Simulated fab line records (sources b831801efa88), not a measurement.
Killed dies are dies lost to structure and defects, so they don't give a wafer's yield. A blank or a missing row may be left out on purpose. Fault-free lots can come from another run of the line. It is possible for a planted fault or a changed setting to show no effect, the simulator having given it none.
fab line records	flow sky130
record: lots: 5	wafers: 15	last-day: 50
route steps=708 shown SONOS_TUNNEL@158 SONOS_ONO@168 PAD_OPEN@708
lots that met no fault: from a run of the same line without faults
start-h: the number of hours between the record's first day and the start of the first shown wafer of the lot	wait-h: hours elapsed since this lot's preceding step	" identical to the entry in the row above	L1.1+2: one row covering several wafers at once	- no value, or no start given	* or withheld: withheld	< > ~ a bound
route shown NAME@n: names a module that has steps shown in the file, with the first one's number in the route	usual: mean and standard deviation over wafers with no fault	same: alike in all rows	chamber/n: place in a boat	sites: readings site by site	_std_site: standard deviation across them	_edge_site: outer sites' mean less inner sites'	radius-mm: for every site, how far away it sits from the centre of the wafer	mask NAME#n: copy n	behind: the last tool/chamber to shape the wafer	hold: what put the lot on hold/how long, in hours/how the hold closed	device: the n, p or np transistor that did not switch	end of line: the route-end tests of the same wafers	a step with no rows: only its recipe	killed: at the first sort, the dies lost to defects and structure; wafer yield is something else	map: dies across one wafer; x = killed, . = not, _ = none there
set.NAME: the setting that was run; set.NAME@STEP: the one run at that earlier step	model.NAME: the simulator's own value behind a step, which no gauge read
a table for each step, a row for each wafer; lots at some steps of the route
== steps ==
step: SKY_SONOS_TUNNEL_EXPOSE_04
recipe: mask-id: TUNM	na: 0.6	source-shape: conventional	sigma-outer: 0.6	polarization: unpolarized	target-cd-nm: 410	dose-mj: 136
step: SKY_SONOS_TUNNEL_PEB_05
recipe: temp-c: withheld	time-s: *	resist: NOVOLAK
step: SKY_SONOS_TUNNEL_DEVELOP_06
recipe: resist: NOVOLAK	developer: TMAH	develop-time-s: 60	dev-temp-c: 23
step: SKY_SONOS_TUNNEL_CD_MEAS_07
recipe: target-cd-nm: 410
usual: cd-nm: 409.3/2.7
lot.wafer	tool	chamber	start-h	wait-h	cd-nm
L731.2	cd-sem-01	-	291.27	0.2	408.0
L731.4	"	-	"	"	406.4
L731.6	"	-	"	"	406.0
L733.3	cd-sem-02	-	304.60	0.1	407.8
L733.5	"	-	"	"	408.4
L733.6	"	-	"	"	408.8
L738.3	cd-sem-02	-	341.57	0.1	412.4
L738.4	"	-	"	"	413.4
L738.6	"	-	"	"	411.5
L742.2	cd-sem-01	-	380.29	0.1	412.4
L742.3	"	-	"	"	411.4
L742.5	"	-	"	"	413.4
L749.2	cd-sem-01	-	437.95	0.1	412.8
L749.3	"	-	"	"	414.5
L749.4	"	-	"	"	412.0
step: SKY_SONOS_TUNNEL_OVL_MEAS_08
usual: SONOS_TUNNEL_OVL: 1.1/1.7
lot.wafer	tool	chamber	start-h	wait-h	SONOS_TUNNEL_OVL[nm]
L731.2	overlay-02	-	291.37	0.1	1.7
L731.4	"	-	"	"	1.1
L731.6	"	-	"	"	2.5
L733.3	overlay-02	-	304.69	0.1	-1.6
L733.5	"	-	"	"	0.7
L733.6	"	-	"	"	-1.5
L738.3	overlay-01	-	341.66	0.1	0.4
L738.4	"	-	"	"	0.8
L738.6	"	-	"	"	0.6
L742.2	overlay-01	-	380.39	0.1	4.1
L742.3	"	-	"	"	3.4
L742.5	"	-	"	"	2.2
L749.2	overlay-01	-	438.05	0.1	2.8
L749.3	"	-	"	"	1.4
L749.4	"	-	"	"	1.9
step: SKY_SONOS_TUNNEL_IMPLANT_09
recipe: species: B	energy-kev: 20	dose-cm2: 1e+12	tilt-deg: withheld
step: SKY_SONOS_TUNNEL_WET_ETCH_10
recipe: chemistry: dHF	target-depth-nm: 14	target: SiO2	dilution: 100:1	temp-c: 25	time-s: 280
step: SKY_SONOS_TUNNEL_STRIP_11
recipe: chemistry: SPM	time-s: 600	temp-c: 130
step: SKY_SONOS_TUNNEL_TW_MEAS_12
usual: SONOS_TUNNEL_TW: 195.6/1.2
lot.wafer	tool	chamber	start-h	wait-h	SONOS_TUNNEL_TW
L731.2	film-metro-02	-	291.85	0.0	195.6
L731.4	"	-	"	"	194.6
L731.6	"	-	"	"	195.8
L733.3	film-metro-02	-	305.33	0.0	195.7
L733.5	"	-	"	"	195.7
L733.6	"	-	"	"	195.2
L738.3	film-metro-01	-	342.11	0.0	194.3
L738.4	"	-	"	"	194.2
L738.6	"	-	"	"	194.5
L742.2	film-metro-04	-	380.95	0.0	196.2
L742.3	"	-	"	"	195.6
L742.5	"	-	"	"	195.2
L749.2	film-metro-02	-	438.53	0.0	194.6
L749.3	"	-	"	"	194.0
L749.4	"	-	"	"	193.4
step: SKY_SONOS_TUNNEL_CLEAN_13
recipe: chemistry: dHF	time-s: 20	dilution: 100:1	dry: ipa-marangoni
step: SKY_SONOS_ONO_OXIDATION_00
recipe: temp-c: 800	ambient: O2	idle-temp-c: 700	ramp-up-c-per-min: 10	ramp-down-c-per-min: 3	stabilise-s: 600	purge-s: 300	target-thk-a: 26	ox-time-s: 1249
step: SKY_SONOS_ONO_THK_MEAS_01
recipe: reads: SiO2_of_SONOS_ONO_OXIDATION_00
usual: SONOS_ONO_OXIDATION_THK: 2.60/0.052
lot.wafer	tool	chamber	start-h	wait-h	SONOS_ONO_OXIDATION_THK[nm]
L731.2	film-metro-01	-	293.43	0.0	2.65
L731.4	"	-	"	"	2.76
L731.6	"	-	"	"	2.71
L733.3	film-metro-04	-	307.89	0.0	2.58
L733.5	"	-	"	"	2.60
L733.6	"	-	"	"	2.57
L738.3	film-metro-01	-	344.93	0.0	2.50
L738.4	"	-	"	"	2.56
L738.6	"	-	"	"	2.46
L742.2	film-metro-04	-	382.88	0.0	2.56
L742.3	"	-	"	"	2.50
L742.5	"	-	"	"	2.62
L749.2	film-metro-04	-	439.95	0.0	2.66
L749.3	"	-	"	"	2.59
L749.4	"	-	"	"	2.58
step: SKY_SONOS_ONO_CVD_02
recipe: material: Si3N4	precursor: DCS/NH3	target-thk-nm: 10.5	temp-c: 770	time-s: 180	pressure-mtorr: 250
usual: pressure-mtorr: 249.9/0.49	zone-power-centre-pct: 14.2/0.85
lot.wafer	tool	chamber	start-h	wait-h	pressure-mtorr	zone-power-centre-pct	model.Si3N4_of_SONOS_ONO_CVD_02.thk-nm
L731.2	lpcvd-02	0	294.84	1.4	249.8	15.1	10.35
L731.4	"	0	"	"	249.9	14.7	10.4
L731.6	"	0	"	"	250.8	14.6	10.41
L733.3	lpcvd-02	0	309.14	1.2	249.7	15.0	10.42
L733.5	"	0	"	"	250.2	14.8	10.49
L733.6	"	0	"	"	249.5	14.7	10.42
L738.3	lpcvd-02	0	346.49	1.6	249.3	14.8	10.66
L738.4	"	0	"	"	249.5	14.7	10.56
L738.6	"	0	"	"	250.4	14.6	10.6
L742.2	lpcvd-02	1	383.97	1.1	250.7	13.0	7.763
L742.3	"	1	"	"	250.1	13.2	7.848
L742.5	"	1	"	"	249.9	13.1	7.803
L749.2	lpcvd-02	1	440.12	0.2	249.5	13.1	10.44
L749.3	"	1	"	"	249.5	13.0	10.4
L749.4	"	1	"	"	250.0	12.9	10.44
step: SKY_SONOS_ONO_THK_MEAS_03
recipe: reads: Si3N4_of_SONOS_ONO_CVD_02
usual: SONOS_ONO_CVD_02_THK: 10.46/0.13
lot.wafer	tool	chamber	start-h	wait-h	SONOS_ONO_CVD_02_THK[nm]
L731.2	film-metro-01	-	295.90	0.0	10.39
L731.4	"	-	"	"	10.42
L731.6	"	-	"	"	10.45
L733.3	film-metro-01	-	310.21	0.0	10.46
L733.5	"	-	"	"	10.48
L733.6	"	-	"	"	10.43
L738.3	film-metro-01	-	348.08	0.0	10.69
L738.4	"	-	"	"	10.55
L738.6	"	-	"	"	10.68
L742.2	film-metro-01	-	385.03	0.0	7.75
L742.3	"	-	"	"	7.83
L742.5	"	-	"	"	7.82
L749.2	film-metro-04	-	441.18	0.0	10.48
L749.3	"	-	"	"	10.39
L749.4	"	-	"	"	10.45
step: SKY_SONOS_ONO_CVD_04
recipe: material: SiO2	precursor: SiH4/N2O	target-thk-nm: 5.7199	temp-c: 900	pressure-mtorr: 400
step: SKY_PAD_OPEN_PROBE_99
usual: killed_at_M0_to_M3: 44/7.9	killed_at_M4_up: 3.1/2	killed-at-contacts: 23/4.9	killed-at-front-end: 15/3.9	killed-at-other: 0.2/0.49	killed-dies: 86/10	killed-open: 47/7.1	killed-short: 39/7.1
same: gross-dies: 492	killed-at-back-side: 0
lot.wafer	tool	chamber	start-h	wait-h	killed_at_M0_to_M3	killed_at_M4_up	killed-at-contacts	killed-at-front-end	killed-at-other	killed-dies	killed-open	killed-short	model.etest.sonos-erased.drive-ua-um	model.etest.sonos-uncharged.r-on-ohm-um	model.etest.cap-ono.gate-log10-a-cm2	model.etest.cap-ono.gate-bv-v	model.etest.cap-ono.tox-acc-nm	model.etest.sonos-programmed.vt-v	model.etest.sonos-baked.vt-less-v	model.etest.sonos-erased.vt-v
L731.2	prober-01	-	1110.49	0.1	39	3	28	14	0	84	33	50	185.1	820.6	-7.86	16.91	12.87	1.481	-0.4889	-2.273
L731.4	prober-01	-	1110.59	0.2	33	4	22	19	0	78	37	39	184.5	802.1	-8.005	16.13	12.98	1.424	-0.4591	-2.22
L731.6	prober-01	-	1110.69	0.2	31	0	24	18	1	74	33	41	171	826.3	-7.962	16.55	12.93	1.44	-0.4318	-2.196
L733.3	prober-01	-	1117.37	0.2	35	5	29	19	0	88	40	48	193.1	799.7	-8.081	16.39	12.99	1.403	-0.456	-2.277
L733.5	prober-01	-	1117.47	0.2	56	1	24	10	0	91	54	37	191.2	814.4	-7.928	16.5	12.9	1.468	-0.4837	-2.275
L733.6	prober-01	-	1117.52	0.2	46	3	26	10	0	85	42	43	188.4	818.9	-8.023	15.92	12.96	1.453	-0.462	-2.27
L738.3	prober-02	-	1144.99	0.2	47	4	27	13	0	91	52	39	206.7	801	-8.125	16.25	13.03	1.38	-0.5171	-2.275
L738.4	prober-02	-	1145.04	0.2	35	2	27	17	0	81	37	44	201.8	816.9	-8.175	16.55	13	1.397	-0.5378	-2.283
L738.6	prober-02	-	1145.14	0.2	49	7	21	10	0	87	54	33	225.6	813.5	-8.025	16.38	12.95	1.45	-0.4988	-2.32
L742.2	prober-02	-	1168.57	0.1	38	0	28	18	0	84	54	30	242.5	752.2	-6.421	15.11	11.59	1.817	-0.7998	-2.554
L742.3	prober-02	-	1168.62	0.2	39	4	17	15	0	75	40	35	255.4	778.8	-6.216	14.71	11.58	1.831	-0.8098	-2.575
L742.5	prober-02	-	1168.72	0.2	53	6	25	16	0	100	54	46	210.4	781.1	-6.398	15.22	11.67	1.864	-0.8159	-2.499
L749.2	prober-01	-	1199.57	0.1	40	0	22	13	0	75	46	28	192.6	817.7	-7.906	15.98	12.83	1.518	-0.5595	-2.311
L749.3	prober-01	-	1199.62	0.2	38	3	18	11	0	70	43	27	212.2	800.4	-7.893	16.76	12.9	1.433	-0.4791	-2.333
L749.4	prober-01	-	1199.67	0.2	40	1	17	14	0	72	39	33	200.2	810.4	-7.752	16.49	12.75	1.485	-0.5368	-2.355
killed by level:class
L731.2 LOCAL_INTERCONNECT:geometric-particle:short=10 METAL2:geometric-particle:short=7 CONTACT:geometric-particle:short=6 CONTACT:geometric-particle:open=6 VIA1:geometric-particle:open=5 VIA1:geometric-particle:short=5 VIA2:geometric-particle:short=5 FIELD_ISO:geometric-particle:open=4
L731.4 VIA1:geometric-particle:open=9 CONTACT:geometric-particle:open=8 POLY_GATE:geometric-particle:short=6 VIA1:geometric-particle:short=6 METAL2:geometric-particle:short=5 SPACER:geometric-particle:open=4 LI_CONTACT:geometric-particle:open=4 LOCAL_INTERCONNECT:geometric-particle:short=4
L731.6 VIA1:geometric-particle:open=10 LOCAL_INTERCONNECT:geometric-particle:short=9 CONTACT:geometric-particle:short=8 FIELD_ISO:geometric-particle:short=6 CONTACT:geometric-particle:open=6 METAL2:geometric-particle:short=5 VIA3:geometric-particle:open=5 SPACER:geometric-particle:short=4
L733.3 CONTACT:geometric-particle:short=12 METAL2:geometric-particle:short=7 VIA1:geometric-particle:open=6 LI_CONTACT:geometric-particle:open=6 CONTACT:geometric-particle:open=6 VIA1:geometric-particle:short=6 FIELD_ISO:geometric-particle:short=5 LOCAL_INTERCONNECT:geometric-particle:short=5
L733.5 CONTACT:geometric-particle:open=13 METAL2:geometric-particle:short=10 VIA1:geometric-particle:open=9 VIA2:geometric-particle:open=8 LI_CONTACT:geometric-particle:open=7 VIA3:geometric-particle:open=6 FIELD_ISO:geometric-particle:short=5 METAL1:geometric-particle:short=5
L733.6 METAL2:geometric-particle:short=10 CONTACT:geometric-particle:open=9 LI_CONTACT:geometric-particle:open=8 METAL1:geometric-particle:short=7 VIA3:geometric-particle:open=7 VIA1:geometric-particle:short=5 VIA1:geometric-particle:open=5 FIELD_ISO:geometric-particle:short=4
L738.3 CONTACT:geometric-particle:open=11 VIA2:geometric-particle:open=8 VIA1:geometric-particle:open=8 LI_CONTACT:geometric-particle:open=7 VIA3:geometric-particle:open=6 LOCAL_INTERCONNECT:geometric-particle:short=5 METAL1:geometric-particle:short=5 METAL2:geometric-particle:short=5
L738.4 METAL2:geometric-particle:short=9 CONTACT:geometric-particle:open=7 POLY_GATE:geometric-particle:open=6 LI_CONTACT:geometric-particle:open=6 VIA1:geometric-particle:open=6 CONTACT:geometric-particle:short=5 METAL1:geometric-particle:short=5 FIELD_ISO:geometric-particle:open=4
L738.6 VIA1:geometric-particle:open=12 CONTACT:geometric-particle:open=9 LI_CONTACT:geometric-particle:open=7 VIA2:geometric-particle:open=7 VIA3:geometric-particle:open=7 METAL4:geometric-particle:short=6 CONTACT:geometric-particle:short=4 METAL2:geometric-particle:short=4
L742.2 LI_CONTACT:geometric-particle:open=14 VIA1:geometric-particle:open=11 CONTACT:geometric-particle:open=9 METAL1:geometric-particle:short=7 FIELD_ISO:geometric-particle:short=5 POLY_GATE:geometric-particle:short=5 VIA1:geometric-particle:short=5 VIA2:geometric-particle:open=5
L742.3 VIA3:geometric-particle:open=11 VIA1:geometric-particle:open=6 CONTACT:geometric-particle:open=5 CONTACT:geometric-particle:short=5 FIELD_ISO:geometric-particle:short=4 VIA1:geometric-particle:short=4 FIELD_ISO:geometric-particle:open=3 POLY_GATE:geometric-particle:short=3
L742.5 VIA1:geometric-particle:open=13 LI_CONTACT:geometric-particle:open=9 VIA3:geometric-particle:open=8 CONTACT:geometric-particle:open=6 METAL4:geometric-particle:short=6 VIA2:geometric-particle:short=6 LI_CONTACT:geometric-particle:short=5 METAL1:geometric-particle:short=5
L749.2 VIA1:geometric-particle:open=14 CONTACT:geometric-particle:open=7 LOCAL_INTERCONNECT:geometric-particle:short=6 LI_CONTACT:geometric-particle:open=5 VIA3:geometric-particle:open=5 FIELD_ISO:geometric-particle:open=4 VIA2:geometric-particle:open=4 POLY_GATE:geometric-particle:short=3
L749.3 VIA1:geometric-particle:open=9 CONTACT:geometric-particle:open=7 METAL1:geometric-particle:short=6 METAL1:geometric-particle:open=6 VIA1:geometric-particle:short=5 LI_CONTACT:geometric-particle:open=4 VIA2:geometric-particle:open=4 FIELD_ISO:geometric-particle:open=3
L749.4 VIA1:geometric-particle:open=10 LI_CONTACT:geometric-particle:open=7 METAL1:geometric-particle:short=5 VIA3:geometric-particle:open=5 VIA2:geometric-particle:open=5 FIELD_ISO:geometric-particle:open=4 POLY_GATE:geometric-particle:short=4 VIA2:geometric-particle:short=4
== key ==
first-sign: step: SKY_SONOS_ONO_THK_MEAS_03	reading: SONOS_ONO_CVD_02_THK	direction: down	sigmas: 20	usual: 10.46	struck: 7.80
effect none on later readings
model-effect: step: SKY_SONOS_ONO_CVD_02	value: Si3N4_of_SONOS_ONO_CVD_02.thk-nm	without: 10.43	struck: 7.804
model-effect: step: SKY_PAD_OPEN_PROBE_99	value: etest.sonos-erased.drive-ua-um	without: 190.5	struck: 236.1
met-at SKY_SONOS_ONO_CVD_02
struck-wafers L742.2,L742.3,L742.5
tester-left-out L742
fault: kind: process-parameter-drift	tool: lpcvd-02	chamber: 1	onset-h: 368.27	steps: SKY_SONOS_ONO_CVD_02	channel: target-thk-nm	offset: -2.621	shape: step	end-h: 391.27	acts-in: these-recipes-only	stated: 10.5
tester-left-out: of these lots the tester's yield and bins aren't shown, on N5 and GAA mostly nor the transistor test; their killed dies are dies lost to structure and defects alone, not to doping, threshold or leakage, so they don't give the yield
